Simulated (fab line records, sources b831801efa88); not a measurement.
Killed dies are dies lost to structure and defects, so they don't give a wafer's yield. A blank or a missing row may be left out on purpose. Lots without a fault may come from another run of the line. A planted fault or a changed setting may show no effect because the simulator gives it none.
Split-lot experiment | flow sky130 | 5 lots, 23 wafers read, on a route of 708 steps

THE SPLIT
At SKY_DNWELL_EXPOSE_04 (exposes mask DNM, target cd 3000 nm), the setting dose_mj was moved away from the recipe's 222 on 5 of the 23 wafers read, by -6.1% to +5.2%. The other wafers ran this setting at the recipe's value.

FROM THE SPLIT TO THE READING: what the file shows between them, 1 step
- SKY_DNWELL_PEB_05

THE READING
DNWELL.cd_nm (the simulator's own value, which no gauge read), in nm, at SKY_DNWELL_DEVELOP_06 (develop time 57.7 s). The file gives no usual value for it. The 18 wafers here that ran the recipe average 2992 nm, standard deviation 5 nm.

wafer  | tool, chamber at the split | dose_mj as run | against the recipe | DNWELL.cd_nm, nm | against lot-mates on the recipe
L078.2 | iline_stepper-02, 0        | 222            | recipe             | 2994             | -
L078.3 | iline_stepper-02, 0        | 222            | recipe             | 2995             | -
L078.6 | iline_stepper-02, 0        | 222            | recipe             | 2993             | -
L079.1 | iline_stepper-01, 0        | 222            | recipe             | 2992             | -
L079.2 | iline_stepper-01, 0        | 222            | recipe             | 2995             | -
L079.4 | iline_stepper-01, 0        | 222            | recipe             | 2994             | -
L079.6 | iline_stepper-01, 0        | 222            | recipe             | 2994             | -
L079.5 | iline_stepper-01, 0        | 222            | recipe             | 2993             | -
L080.1 | iline_stepper-01, 0        | 222            | recipe             | 2984             | -
L080.5 | iline_stepper-01, 0        | 222            | recipe             | 2984             | -
L080.2 | iline_stepper-01, 0        | 222            | recipe             | 2983             | -
L080.4 | iline_stepper-01, 0        | 222            | recipe             | 2985             | -
L080.6 | iline_stepper-01, 0        | 222            | recipe             | 2985             | -
L081.1 | iline_stepper-01, 0        | 222            | recipe             | 2993             | -
L081.2 | iline_stepper-01, 0        | 233.6          | +5.2%              | 3011             | +16
L081.3 | iline_stepper-01, 0        | 222            | recipe             | 2997             | -
L081.4 | iline_stepper-01, 0        | 233.6          | +5.2%              | 3012             | +17
L081.5 | iline_stepper-01, 0        | 233.6          | +5.2%              | 3010             | +15
L085.1 | iline_stepper-01, 0        | 222            | recipe             | 2998             | -
L085.2 | iline_stepper-01, 0        | 222            | recipe             | 2996             | -
L085.3 | iline_stepper-01, 0        | 222            | recipe             | 2997             | -
L085.4 | iline_stepper-01, 0        | 208.4          | -6.1%              | 2976             | -21
L085.5 | iline_stepper-01, 0        | 208.4          | -6.1%              | 2978             | -19

THE FIT
A straight line over all 23 wafers: DNWELL.cd_nm changes by +3.06 nm for each +1% of dose_mj; r = +0.86; the points scatter about the line by 4.9 nm.
The same after taking each lot's own level away (the mean of its wafers on the recipe; 23 wafers): +3.16 nm for each +1%; r = +0.99; scatter 1.1 nm.
On that fit, the largest move of dose_mj shifts the reading by 19 nm.
The lots' own levels span 2984.2 to 2997.0 nm, that is 2.6 times the standard deviation above.
So the lot-to-lot level changes the slope little: the two slopes agree.
Check: with one of the wafers moved furthest among these (-6.1%) left out of the fit, the line predicts -18.9 nm for it against its lot-mates. It came out at -21 nm against them.

OTHER SPLITS ON THESE WAFERS
These wafers also went through other splits before the reading. Each is held against what the fit with the lots' levels taken away leaves over:
other split on the same wafers       | wafers away from the commonest value | r with DNWELL.cd_nm (lot level and that fit taken away)
SKY_FIELD_ISO_OXIDATION_01 temp_c    | 18                                   | -0.02
SKY_FIELD_ISO_OXIDATION_22 ox_time_s | 15                                   | +0.12
SKY_NWELL_OXIDATION_01 temp_c        | 15                                   | -0.07

THE FILE'S OWN FIT
DNWELL.cd_nm changes by +3.21 nm for each +1% of dose_mj, r = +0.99.
